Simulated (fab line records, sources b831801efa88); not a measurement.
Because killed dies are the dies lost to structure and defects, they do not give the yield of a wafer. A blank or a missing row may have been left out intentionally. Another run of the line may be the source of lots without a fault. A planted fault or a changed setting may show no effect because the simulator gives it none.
fab line records	flow sfqLine
[record] lots = 6	wafers = 18	lastDay = 86
route steps=325 shown M4@152 I4@163 JJ@178 M5@206 M8@325
lots that met no fault: from a run of the same line without faults
startH: start of the lot's first displayed wafer, in hours after the record's first day	waitH: hours from the lot's prior step to this one	" repeats the value in the row above	L1.1+2: a single row standing in for several wafers	- value missing, or start not given	* or withheld: withheld	< > ~ a bound
route shown NAME@n: a module of which the file shows steps, and the number in the route of the first	usual: mean and standard deviation over wafers with no fault	same: alike in all rows	chamber/n: place in a boat	sites: each site's reading	_std_site: standard deviation of those values	_edge_site: the outer-site mean with the inner-site mean subtracted	radiusMm: how far each site lies from the wafer's centre	mask NAME#n: copy n	behind: the last tool/chamber to shape the wafer	hold: reason for holding the lot/hours on hold/outcome of the hold	device: names the non-switching transistor (n, p or np)	end of line: the tests these same wafers got at the end of their route	step lacking rows: just its recipe	killed: dies that structure and defects cost at the first sort, which is not the same as the wafer's yield	map: dies across one wafer; x = killed, . = not, _ = none there
set.NAME: the setting that was run; set.NAME@STEP: the one run at that earlier step	model.NAME: the simulator's own value behind a step, which no gauge read
a table for each step, a row for each wafer; lots at some steps of the route
services: when a tool's chamber went out of use (startH, in hours from the record's first day, below 0 if earlier), for how many hours, and the reason
[[steps]]
[step SFQ_TRILAYER_M4_LITHO_COAT_098]
[recipe] resist = BARC	spinRpm = 3000	resistThkNm = 62
[step SFQ_TRILAYER_M4_LITHO_COAT_093]
[recipe] resist = KrF	spinRpm = 3000	resistThkNm = 600
[step SFQ_TRILAYER_M4_LITHO_SOFTBAKE_097]
[recipe] tempC = withheld	timeS = withheld	resist = KrF
[step SFQ_TRILAYER_M4_LITHO_EXPOSE_094]
[recipe] maskId = M4	na = 0.6	sourceShape = conventional	sigmaOuter = 0.65	targetCdNm = 500	doseMj = 14.4
[step SFQ_TRILAYER_M4_LITHO_PEB_096]
[recipe] pebTempC = 115	pebTimeS = 60	resist = KrF
[step SFQ_TRILAYER_M4_LITHO_DEVELOP_095]
[recipe] timeS = 60	resist = KrF
[step SFQ_M4_OVL_MEAS_926]
[usual] M4_OVL = -2/6.1
lot.wafer	tool	chamber	startH	waitH	M4_OVL[nm]
L647.3	overlay-02	-	1024.93	0.1	3
L647.4	"	-	"	"	5
L647.5	"	-	"	"	0
L652.2	overlay-02	-	1092.12	0.1	-3
L652.4	"	-	"	"	-7
L652.5	"	-	"	"	-11
L657.1	overlay-02	-	1161.61	0.1	0
L657.2	"	-	"	"	2
L657.3	"	-	"	"	-1
L658.2	overlay-02	-	1164.02	0.1	-2
L658.5	"	-	"	"	0
L658.6	"	-	"	"	-4
L662.2	overlay-02	-	1179.62	0.1	0
L662.5	"	-	"	"	3
L662.6	"	-	"	"	7
L663.1	overlay-01	-	1184.41	0.1	-10
L663.2	"	-	"	"	-5
L663.4	"	-	"	"	-4
[step SFQ_TRILAYER_M4_BARC_OPEN_METAL_ETCH_123]
[recipe] maskMaterial = PR	chemistry = O2	targetDepthNm = 125	target = BARC	icpW = 600	biasW = 80	pressureMtorr = 10	timeS = 41.7
[usual] drypumpMotorCurrentA = 6.0/0.51	oesProductAu = 0.685/0.0045
lot.wafer	tool	chamber	startH	waitH	drypumpMotorCurrentA	oesProductAu	rfHoursCounterH
L647.3	rieMetal-02	0	1024.99	0.1	6.2	0.695	-
L647.4	"	0	"	"	6.1	0.682	-
L647.5	"	0	"	"	6.1	0.685	-
L652.2	rieMetal-01	0	1092.17	0.0	5.3	0.684	-
L652.4	"	0	"	"	5.3	0.687	-
L652.5	"	0	"	"	5.3	0.692	-
L657.1	rieMetal-01	1	1161.65	0.0	6.2	0.686	8
L657.2	"	1	"	"	6.2	0.679	-
L657.3	"	1	"	"	6.2	0.688	-
L658.2	rieMetal-01	1	1164.07	0.0	6.2	0.697	-
L658.5	"	1	"	"	6.2	0.687	-
L658.6	"	1	"	"	6.2	0.675	-
L662.2	rieMetal-03	0	1179.65	0.0	6.6	0.682	97
L662.5	"	0	"	"	6.7	0.684	-
L662.6	"	1	"	"	6.1	0.690	-
L663.1	rieMetal-03	0	1184.45	0.0	6.6	0.691	98
L663.2	"	1	"	"	6.1	0.685	107
L663.4	"	0	"	"	6.6	0.690	-
[step SFQ_TRILAYER_M4_ETCH_METAL_ETCH_096]
[recipe] target = Nb	stopOn = SiO2	maskMaterial = PR	chemistry = Cl2/Ar	targetDepthNm = 240	icpW = 600	biasW = 77.47	pressureMtorr = 10	timeS = 120
[step SFQ_TRILAYER_M4_STRIP_STRIP_097]
[recipe] gas = O2	powerW = 200	platenTempC = 40	overashFraction = 0.65	chemistry = O2	pressureMtorr = 50
[usual] drypumpMotorCurrentA = 6.0/0.51	oesProductAu = 1.000/0.0076
lot.wafer	tool	chamber	startH	waitH	drypumpMotorCurrentA	oesProductAu	rfHoursCounterH
L647.3	rieMetal-02	0	1025.72	0.5	6.1	1.000	-
L647.4	"	0	"	"	6.1	0.998	-
L647.5	"	0	"	"	6.1	0.997	-
L652.2	rieMetal-01	0	1092.72	0.4	5.3	1.004	-
L652.4	"	0	"	"	5.3	1.000	-
L652.5	"	0	"	"	5.3	1.019	-
L657.1	rieMetal-01	1	1162.02	0.2	6.2	1.003	9
L657.2	"	1	"	"	6.2	0.991	-
L657.3	"	1	"	"	6.2	1.013	-
L658.2	rieMetal-01	1	1164.62	0.4	6.2	1.008	-
L658.5	"	1	"	"	6.2	1.002	-
L658.6	"	1	"	"	6.2	1.010	-
L662.2	rieMetal-03	0	1179.83	0.1	6.6	0.989	98
L662.5	"	0	"	"	6.7	0.996	-
L662.6	"	1	"	"	6.1	0.991	-
L663.1	rieMetal-03	0	1184.63	0.1	6.6	1.007	99
L663.2	"	1	"	"	6.1	0.987	107
L663.4	"	0	"	"	6.6	0.995	-
[step SFQ_TRILAYER_M4_STRIP_SOLV_CLEAN_098]
[recipe] chemistry = NMP	tempC = 70	timeS = 600
[step SFQ_TRILAYER_I4_DEP_PECVD_099]
[recipe] material = SiO2	tempC = 150	timeS = 111.11	pressureTorr = 2.4	rfW = 183.3	precursor = SiH4/N2O	targetThkNm = 500
[step SFQ_TRILAYER_I4_CMP_CMP_100]
[recipe] material = SiO2	downForcePsi = 3	platenRpm = 60	padVelocityMS = 0.94248
[usual] edgeZonePressureFrac = 1.000/0.0046	headPressurePsi = 3.000/0.0063	motorCurrentA = 10.4/1.1	platenRpm = 60.00/0.041	retainingRingPressureFrac = 1.000/0.0047	slurryFlowMlMin = 150.0/0.46	timeToEndpointS = 214/5.6
lot.wafer	tool	chamber	startH	waitH	edgeZonePressureFrac	headPressurePsi	motorCurrentA	platenRpm	retainingRingPressureFrac	slurryFlowMlMin	timeToEndpointS	model.SiO2_of_TRILAYER_I4_DEP_PECVD_099.thkNm
L647.4	cmp-02	2	1035.75	9.0	1.005	3.003	10.3	59.95	1.001	150.6	221	201.2
L647.3	"	0	1036.75	10.0	0.997	2.998	9.7	59.97	1.004	150.1	212	200.9
L647.5	"	2	1037.75	11.0	0.999	3.003	10.6	59.97	0.992	150.3	219	199.9
L652.2	cmp-01	2	1106.03	12.1	1.007	3.010	8.0	60.01	0.997	148.7	208	198.3
L652.4	"	1	1107.53	13.6	0.992	2.999	10.5	60.02	1.001	150.5	216	199.1
L652.5	"	3	1108.53	14.6	1.007	3.009	10.8	59.99	1.001	149.9	215	199.3
L657.3	cmp-01	1	1170.49	7.1	-	-	-	-	-	-	-	499
L657.1	"	2	"	"	-	-	-	-	-	-	-	497.7
L657.2	"	3	"	"	-	-	-	-	-	-	-	497.7
L658.2	cmp-02	1	1175.69	9.9	-	-	-	-	-	-	-	498.3
L658.6	"	2	"	"	-	-	-	-	-	-	-	508.3
L658.5	"	3	"	"	-	-	-	-	-	-	-	503.8
L662.2	cmp-01	1	1191.99	11.3	1.005	3.006	9.8	60.03	0.996	149.5	214	198.4
L662.6	"	3	1192.99	12.3	0.994	3.000	10.3	59.90	1.009	148.9	215	198.3
L662.5	"	0	"	"	1.002	2.997	11.1	60.08	0.998	149.9	218	198.9
L663.4	cmp-01	3	1196.99	11.5	1.000	3.006	11.1	59.94	1.001	149.5	214	197.6
L663.2	"	0	"	"	1.008	3.007	10.4	60.03	0.995	150.6	205	199.1
L663.1	"	2	1198.49	13.0	1.000	2.996	8.2	60.00	0.999	150.3	210	199.5
[step SFQ_I4_BOW_MEAS_927]
[recipe] mode = bow
[usual] I4_BOW = 1/9.4
lot.wafer	tool	chamber	startH	waitH	I4_BOW[um]
L647.3	filmMetro-01	-	1038.29	1.0	-13
L647.4	"	-	"	"	-20
L647.5	"	-	"	"	-20
L652.2	filmMetro-04	-	1109.05	2.5	-3
L652.4	"	-	"	"	5
L652.5	"	-	"	"	2
L657.1	filmMetro-04	-	1172.99	1.5	-3
L657.2	"	-	"	"	19
L657.3	"	-	"	"	1
L658.2	filmMetro-01	-	1177.21	1.0	-1
L658.5	"	-	"	"	9
L658.6	"	-	"	"	8
L662.2	filmMetro-01	-	1194.01	1.5	-8
L662.5	"	-	"	"	0
L662.6	"	-	"	"	-8
L663.1	filmMetro-02	-	1199.99	1.0	10
L663.2	"	-	"	"	4
L663.4	"	-	"	"	16
[step SFQ_TRILAYER_I4_METRO_MEASURE_101]
[usual] thkNm = 199.5/0.99
lot.wafer	tool	chamber	startH	waitH	thkNm
L647.3	filmMetro-01	-	1038.77	0.5	201.0
L647.4	"	-	"	"	201.2
L647.5	"	-	"	"	199.9
L652.2	filmMetro-04	-	1109.35	0.3	198.3
L652.4	"	-	"	"	199.1
L652.5	"	-	"	"	199.0
L657.1	filmMetro-04	-	1173.11	0.1	498.2
L657.2	"	-	"	"	497.7
L657.3	"	-	"	"	499.2
L658.2	filmMetro-01	-	1177.51	0.3	498.1
L658.5	"	-	"	"	503.7
L658.6	"	-	"	"	507.8
L662.2	filmMetro-01	-	1194.31	0.3	198.6
L662.5	"	-	"	"	198.9
L662.6	"	-	"	"	198.4
L663.1	filmMetro-02	-	1200.11	0.1	199.5
L663.2	"	-	"	"	199.0
L663.4	"	-	"	"	197.5
[step SFQ_TRILAYER_I4_VIA_LITHO_COAT_108]
[recipe] resist = BARC	spinRpm = 3000	resistThkNm = 62
[step SFQ_TRILAYER_I4_VIA_LITHO_COAT_103]
[recipe] resist = KrF	spinRpm = 3058	resistThkNm = 650
[step SFQ_TRILAYER_I4_VIA_LITHO_SOFTBAKE_107]
[recipe] tempC = withheld	timeS = withheld	resist = KrF
[step SFQ_TRILAYER_I4_VIA_LITHO_EXPOSE_104]
[recipe] maskId = I4	na = 0.6	sourceShape = conventional	sigmaOuter = 0.65	targetCdNm = 700	doseMj = 21.3
[step SFQ_TRILAYER_I4_VIA_LITHO_PEB_106]
[recipe] pebTempC = 115	pebTimeS = 60	resist = KrF
[step SFQ_TRILAYER_I4_VIA_LITHO_DEVELOP_105]
[recipe] timeS = 60	resist = KrF
[step SFQ_I4_OVL_MEAS_928]
[usual] I4_OVL = 0/5.9
lot.wafer	tool	chamber	startH	waitH	I4_OVL[nm]
L647.3	overlay-01	-	1173.30	0.1	0
L647.4	"	-	"	"	1
L647.5	"	-	"	"	-1
L652.2	overlay-01	-	1262.70	0.1	1
L652.4	"	-	"	"	-4
L652.5	"	-	"	"	-1
L657.1	overlay-01	-	1299.89	0.1	2
L657.2	"	-	"	"	2
L657.3	"	-	"	"	1
L658.2	overlay-01	-	1304.70	0.1	1
L658.5	"	-	"	"	3
L658.6	"	-	"	"	3
L662.2	overlay-01	-	1320.22	0.1	-8
L662.5	"	-	"	"	-7
L662.6	"	-	"	"	-4
L663.1	overlay-01	-	1322.62	0.1	-1
L663.2	"	-	"	"	4
L663.4	"	-	"	"	-4
[step SFQ_TRILAYER_I4_VIA_BARC_OPEN_VIA_ETCH_146]
[recipe] maskMaterial = PR	chemistry = O2	targetDepthNm = 125	target = BARC	sourceW = 500	biasW = 80	pressureMtorr = 30	timeS = 41.7
[usual] drypumpMotorCurrentA = 6.0/0.35	oesProductAu = 0.685/0.0045
lot.wafer	tool	chamber	startH	waitH	drypumpMotorCurrentA	oesProductAu	rfHoursCounterH
L647.3	rieDiel-03	2	1173.33	0.0	5.9	0.690	4
L647.4	"	1	"	"	6.2	0.687	11
L647.5	"	0	"	"	6.1	0.690	-
L652.2	rieDiel-04	3	1262.73	0.0	5.9	0.686	14
L652.4	"	0	"	"	6.2	0.681	7
L652.5	"	2	"	"	5.9	0.685	-
L657.1	rieDiel-01	2	1299.93	0.0	5.5	0.694	7
L657.2	"	0	"	"	6.7	0.684	8
L657.3	"	3	"	"	5.8	0.681	12
L658.2	rieDiel-01	2	1304.73	0.0	5.5	0.681	7
L658.5	"	0	"	"	6.7	0.684	-
L658.6	"	1	"	"	6.3	0.683	-
L662.2	rieDiel-04	1	1320.25	0.0	5.4	0.686	13
L662.5	"	2	"	"	5.9	0.676	-
L662.6	"	3	"	"	5.9	0.688	-
L663.1	rieDiel-03	1	1322.65	0.0	6.2	0.689	14
L663.2	"	3	"	"	6.3	0.682	12
L663.4	"	2	"	"	5.8	0.690	7
[step SFQ_TRILAYER_I4_VIA_ETCH_VIA_ETCH_106]
[recipe] target = SiO2	stopOn = Nb	maskMaterial = PR	taperDeg = 20	chemistry = CHF3	targetDepthNm = 260	sourceW = 500	biasW = 80	pressureMtorr = 30	timeS = withheld
[usual] drypumpMotorCurrentA = 6.0/0.35	oesProductAu = 0.853/0.0054
lot.wafer	tool	chamber	startH	waitH	drypumpMotorCurrentA	oesProductAu	model.etch.depthNm	model.I4.featureDepthNm
L647.3	rieDiel-03	2	1173.37	0.0	5.8	0.863	200.9	200.9
L647.4	"	1	"	"	6.2	0.851	201.2	201.2
L647.5	"	0	"	"	6.1	0.860	199.9	199.9
L652.2	rieDiel-04	3	1262.77	0.0	5.9	0.847	198.3	198.3
L652.4	"	0	"	"	6.2	0.851	199.1	199.1
L652.5	"	2	"	"	6.0	0.851	199.3	199.3
L657.1	rieDiel-01	2	1299.97	0.0	5.5	1.620	259.2	259.2
L657.2	"	0	"	"	6.8	1.619	258.7	258.7
L657.3	"	3	"	"	5.8	1.632	260.6	260.6
L658.2	rieDiel-01	2	1304.77	0.0	5.5	1.615	257.3	257.3
L658.5	"	0	"	"	6.7	1.609	258.6	258.6
L658.6	"	1	"	"	6.3	1.605	255.4	255.4
L662.2	rieDiel-04	1	1320.29	0.0	5.4	0.855	198.4	198.4
L662.5	"	2	"	"	5.9	0.854	198.9	198.9
L662.6	"	3	"	"	5.9	0.845	198.3	198.3
L663.1	rieDiel-03	1	1322.69	0.0	6.2	0.858	199.5	199.5
L663.2	"	3	"	"	6.3	0.850	199.1	199.1
L663.4	"	2	"	"	5.8	0.849	197.6	197.6
[step SFQ_TRILAYER_I4_VIA_STRIP_STRIP_107]
[recipe] gas = O2	powerW = 200	platenTempC = 40	overashFraction = 0.65	chemistry = O2	pressureMtorr = 50
[usual] drypumpMotorCurrentA = 5.8/0.63	oesProductAu = 1.001/0.008
lot.wafer	tool	chamber	startH	waitH	drypumpMotorCurrentA	oesProductAu	rfHoursCounterH
L647.3	rieMetal-03	0	1173.68	-	6.6	1.004	-
L647.4	"	1	"	"	6.1	1.005	-
L647.5	"	0	"	"	6.6	1.003	-
L652.2	rieMetal-03	0	1262.88	-	6.6	1.008	112
L652.4	"	1	"	"	6.1	0.985	-
L652.5	"	1	"	"	6.1	0.994	-
L657.1	rieMetal-04	0	1300.08	-	4.8	0.992	48
L657.2	"	1	"	"	5.8	1.002	43
L657.3	"	0	"	"	4.8	0.991	-
L658.2	rieMetal-03	1	1304.88	-	6.1	0.989	128
L658.5	"	1	"	"	6.1	0.993	-
L658.6	"	0	"	"	6.6	0.986	-
L662.2	rieMetal-03	0	1320.41	-	6.6	1.011	122
L662.5	"	0	"	"	6.6	0.997	-
L662.6	"	1	"	"	6.1	0.993	-
L663.1	rieMetal-04	1	1322.81	-	5.8	0.993	47
L663.2	"	0	"	"	4.8	1.017	52
L663.4	"	0	"	"	4.8	1.009	-
[step SFQ_TRILAYER_I4_VIA_STRIP_SOLV_CLEAN_108]
[recipe] chemistry = NMP	tempC = 70	timeS = 600
[step SFQ_TRILAYER_JJ_TRILAYER_DEP_PRE_CLEAN_113]
[recipe] gas = Ar	timeS = 22.5	biasV = 250
[step SFQ_TRILAYER_JJ_TRILAYER_DEP_SPUTTER_109]
[recipe] material = Nb	basePressurePa = 1.33e-06	chamberPressurePa = 0.1333	substrateTempC = 20	targetThkNm = 150	powerW = 2000	timeS = 100
[step SFQ_TRILAYER_JJ_TRILAYER_DEP_SPUTTER_110]
[recipe] material = Al	basePressurePa = 1.33e-06	targetThkNm = 8	powerW = 500	timeS = 10.16	chamberPressurePa = 0.4
[usual] basePressurePa = 1.33e-06/7.3e-08	throttleValvePct = 29.5/1.2
lot.wafer	tool	chamber	startH	waitH	basePressurePa	throttleValvePct
L647.3	pvdSputter-04	-	1174.35	0.0	1.36e-06	30.7
L647.4	"	-	"	"	1.3e-06	30.3
L647.5	"	-	"	"	1.35e-06	30.3
L652.2	pvdSputter-03	-	1263.76	0.0	1.3e-06	30.3
L652.4	"	-	"	"	1.2e-06	27.8
L652.5	"	-	"	"	1.3e-06	27.7
L657.1	pvdSputter-03	-	1300.96	0.0	1.32e-06	27.5
L657.2	"	-	"	"	1.36e-06	31.4
L657.3	"	-	"	"	1.37e-06	29.7
L658.2	pvdSputter-03	-	1305.76	0.0	1.32e-06	31.2
L658.5	"	-	"	"	1.25e-06	30.0
L658.6	"	-	"	"	1.31e-06	31.3
L662.2	pvdSputter-06	-	1321.32	0.0	1.33e-06	30.3
L662.5	"	-	"	"	1.39e-06	30.0
L662.6	"	-	"	"	1.6e-06	28.0
L663.1	pvdSputter-03	-	1323.68	0.0	1.4e-06	29.6
L663.2	"	-	"	"	1.38e-06	30.1
L663.4	"	-	"	"	1.32e-06	31.3
[step SFQ_TRILAYER_JJ_TRILAYER_DEP_AL_OXIDATION_111]
[recipe] pressureMbar = 0.014667	oxidationTimeS = 600	temperatureK = 293
[step SFQ_TRILAYER_JJ_TRILAYER_DEP_SPUTTER_112]
[recipe] material = Nb	basePressurePa = 1.33e-06	chamberPressurePa = 0.1333	substrateTempC = 20	targetThkNm = 170	powerW = 2000	timeS = 113.3
[step SFQ_JJ_RS_MEAS_929]
[recipe] thkMeasGauge = four-point-probe	reads = Nb_of_TRILAYER_JJ_TRILAYER_DEP_SPUTTER_112
[usual] JJ_NB_RS = 1.045/0.0096
lot.wafer	tool	chamber	startH	waitH	JJ_NB_RS[ohm/sq]
L647.3	filmMetro-03	-	1175.50	0.1	1.031
L647.4	"	-	"	"	1.028
L647.5	"	-	"	"	1.026
L652.2	filmMetro-02	-	1264.88	0.1	1.053
L652.4	"	-	"	"	1.051
L652.5	"	-	"	"	1.050
L657.1	filmMetro-02	-	1302.06	0.0	1.042
L657.2	"	-	"	"	1.049
L657.3	"	-	"	"	1.048
L658.2	filmMetro-03	-	1306.88	0.1	1.032
L658.5	"	-	"	"	1.050
L658.6	"	-	"	"	1.032
L662.2	filmMetro-03	-	1322.44	0.1	1.064
L662.5	"	-	"	"	1.069
L662.6	"	-	"	"	1.066
L663.1	filmMetro-03	-	1324.78	0.0	1.042
L663.2	"	-	"	"	1.042
L663.4	"	-	"	"	1.042
[step SFQ_TRILAYER_JJ_CE_LITHO_COAT_119]
[recipe] resist = BARC	spinRpm = 3000	resistThkNm = 62
[step SFQ_TRILAYER_JJ_CE_LITHO_COAT_114]
[recipe] resist = KrF	spinRpm = 3000	resistThkNm = 600
[step SFQ_TRILAYER_JJ_CE_LITHO_SOFTBAKE_118]
[recipe] tempC = withheld	timeS = withheld	resist = KrF
[step SFQ_TRILAYER_JJ_CE_LITHO_EXPOSE_115]
[recipe] maskId = J5	na = 0.6	sourceShape = conventional	sigmaOuter = 0.65	targetCdNm = 700	doseMj = 14.4
[step SFQ_TRILAYER_JJ_CE_LITHO_PEB_117]
[recipe] pebTempC = 115	pebTimeS = 60	resist = KrF
[step SFQ_TRILAYER_JJ_CE_LITHO_DEVELOP_116]
[recipe] timeS = 60	resist = KrF
[step SFQ_JJ_OVL_MEAS_931]
[usual] J5_OVL = -3/6.3
lot.wafer	tool	chamber	startH	waitH	J5_OVL[nm]
L647.3	overlay-01	-	1302.30	0.1	3
L647.4	"	-	"	"	5
L647.5	"	-	"	"	3
L652.2	overlay-02	-	1374.35	0.1	1
L652.4	"	-	"	"	5
L652.5	"	-	"	"	-1
L657.1	overlay-02	-	1422.34	0.1	-3
L657.2	"	-	"	"	1
L657.3	"	-	"	"	-3
L658.2	overlay-02	-	1428.35	0.1	-2
L658.5	"	-	"	"	4
L658.6	"	-	"	"	2
L662.2	overlay-02	-	1452.26	0.1	-14
L662.5	"	-	"	"	-7
L662.6	"	-	"	"	-10
L663.1	overlay-02	-	1458.26	0.1	-6
L663.2	"	-	"	"	2
L663.4	"	-	"	"	1
[step SFQ_TRILAYER_JJ_CE_METRO_MEASURE_117]
[step SFQ_TRILAYER_JJ_CE_BARC_OPEN_RIE_150]
[recipe] maskMaterial = PR	chemistry = O2	targetDepthNm = 240	target = BARC	icpW = 600	biasW = 80	pressureMtorr = 10	timeS = 80
[step SFQ_TRILAYER_M5_ETCH_METAL_ETCH_126]
[recipe] target = Nb	stopOn = SiO2	maskMaterial = PR	overEtchFrac = 0.15	timeS = 203.2	chemistry = Cl2/BCl3	targetDepthNm = 265	icpW = 600	biasW = 80	pressureMtorr = 10
[usual] drypumpMotorCurrentA = 5.9/0.61	oesProductAu = 0.729/0.0052
lot.wafer	tool	chamber	startH	waitH	drypumpMotorCurrentA	oesProductAu	rfHoursCounterH	model.SiO2_of_TRILAYER_I4_DEP_PECVD_099.thkNm
L647.3	rieMetal-02	0	1426.10	0.1	6.1	0.727	-	181.2
L647.4	"	1	"	"	5.2	0.724	-	181.6
L647.5	"	0	"	"	6.1	0.731	-	180.2
L652.2	rieMetal-03	0	1512.94	0.0	6.7	0.730	2	178.5
L652.4	"	0	"	"	6.6	0.725	-	179.2
L652.5	"	1	"	"	6.1	0.727	-	179.4
L657.1	rieMetal-02	1	1553.86	0.0	5.2	0.725	73	477.9
L657.2	"	0	"	"	6.1	0.732	100	477.8
L657.3	"	1	"	"	5.2	0.720	-	479.4
L658.2	rieMetal-02	1	1564.66	0.0	5.2	0.729	74	478.7
L658.5	"	0	"	"	6.1	0.730	-	484
L658.6	"	1	"	"	5.2	0.728	-	488.5
L662.2	rieMetal-04	0	1586.26	0.0	4.8	0.729	89	178.5
L662.5	"	1	"	"	5.8	0.733	-	179
L662.6	"	0	"	"	4.8	0.728	-	178.3
L663.1	rieMetal-03	1	1593.46	0.0	6.1	0.722	21	179.6
L663.2	"	0	"	"	6.6	0.737	9	179.3
L663.4	"	0	"	"	6.6	0.738	-	177.8
[step SFQ_M8_BOW_MEAS_951]
[recipe] mode = bow
[usual] M8_BOW = 5/11
lot.wafer	tool	chamber	startH	waitH	M8_BOW[um]	model.etest.i4.linkOhm
L647.3	filmMetro-04	-	1948.08	0.0	-11	2.192
L647.4	"	-	"	"	-20	2.175
L647.5	"	-	"	"	-19	2.179
L652.2	filmMetro-01	-	2024.70	0.0	2	2.152
L652.4	"	-	"	"	11	2.152
L652.5	"	-	"	"	9	2.158
L657.1	filmMetro-04	-	2037.54	0.0	-2	1e+06
L657.2	"	-	"	"	19	1e+06
L657.3	"	-	"	"	1	1e+06
L658.2	filmMetro-02	-	2039.37	0.0	5	1e+06
L658.5	"	-	"	"	16	1e+06
L658.6	"	-	"	"	14	1e+06
L662.2	filmMetro-01	-	2053.00	0.0	-7	2.161
L662.5	"	-	"	"	1	2.15
L662.6	"	-	"	"	-8	2.169
L663.1	filmMetro-04	-	2054.64	0.0	20	2.188
L663.2	"	-	"	"	13	2.182
L663.4	"	-	"	"	25	2.184
[[services]]
tool	chamber	startH	hours	kind
rieMetal-01	1	1004.32	48.7	repair
pvdSputter-03	-	1040.86	0.9	repair
rieDiel-03	1	1042.56	33.9	repair
rieDiel-03	2	1063.54	9.2	repair
rieDiel-03	-	1068.15	0.5	repair
rieMetal-03	-	1085.31	15.8	repair
cmp-01	-	1090.03	4.0	pm
rieMetal-02	-	1091.76	2.8	pm
pvdSputter-03	-	1092.09	2.5	repair
rieDiel-03	-	1099.29	15.6	pm
rieMetal-01	-	1115.28	28.1	pm
rieMetal-03	-	1138.70	2.8	pm
rieMetal-01	0	1158.35	12.4	repair
rieMetal-01	-	1183.03	4.3	pm
rieMetal-02	1	1203.92	48.4	repair
rieMetal-03	-	1205.98	1.4	pm
rieMetal-02	-	1263.77	0.3	repair
rieMetal-03	1	1396.74	3.9	repair
rieMetal-01	-	1449.10	0.9	repair
rieMetal-02	1	1468.06	4.8	repair
rieMetal-02	-	1470.36	1.4	pm
rieMetal-01	-	1489.10	10.0	pm
rieMetal-01	1	1501.29	4.5	repair
rieMetal-03	0	1532.72	6.4	repair
[[key]]
[firstSign] step = SFQ_TRILAYER_I4_CMP_CMP_100	reading = toolRecord	direction = missing
[effect] step = SFQ_TRILAYER_I4_METRO_MEASURE_101	reading = thkNm	direction = up	sigmas = 99+	usual = 199.5	struck = 500.8
[effect] step = SFQ_TRILAYER_I4_VIA_ETCH_VIA_ETCH_106	reading = oesProductAu	direction = up	sigmas = 99+	usual = 0.853	struck = 1.617
[modelEffect] step = SFQ_TRILAYER_I4_CMP_CMP_100	value = SiO2_of_TRILAYER_I4_DEP_PECVD_099.thkNm	without = 199.3	struck = 500.8
[modelEffect] step = SFQ_TRILAYER_I4_VIA_ETCH_VIA_ETCH_106	value = etch.depthNm	without = 199.3	struck = 258.3
[modelEffect] step = SFQ_TRILAYER_M5_ETCH_METAL_ETCH_126	value = SiO2_of_TRILAYER_I4_DEP_PECVD_099.thkNm	without = 179.6	struck = 481
[modelEffect] step = SFQ_M8_BOW_MEAS_951	value = etest.i4.linkOhm	without = 2.176	struck = 1e+06
metAt SFQ_TRILAYER_I4_CMP_CMP_100
struckWafers L657.1,L657.2,L657.3,L658.2,L658.5,L658.6
onsetBetween 1106.03 1170.49
[fault] kind = skippedStepWhole	tool = cmp-01,cmp-02	chamber = -	onsetH = 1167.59	steps = SFQ_TRILAYER_I4_CMP_CMP_100	scope = struckLotsOnly
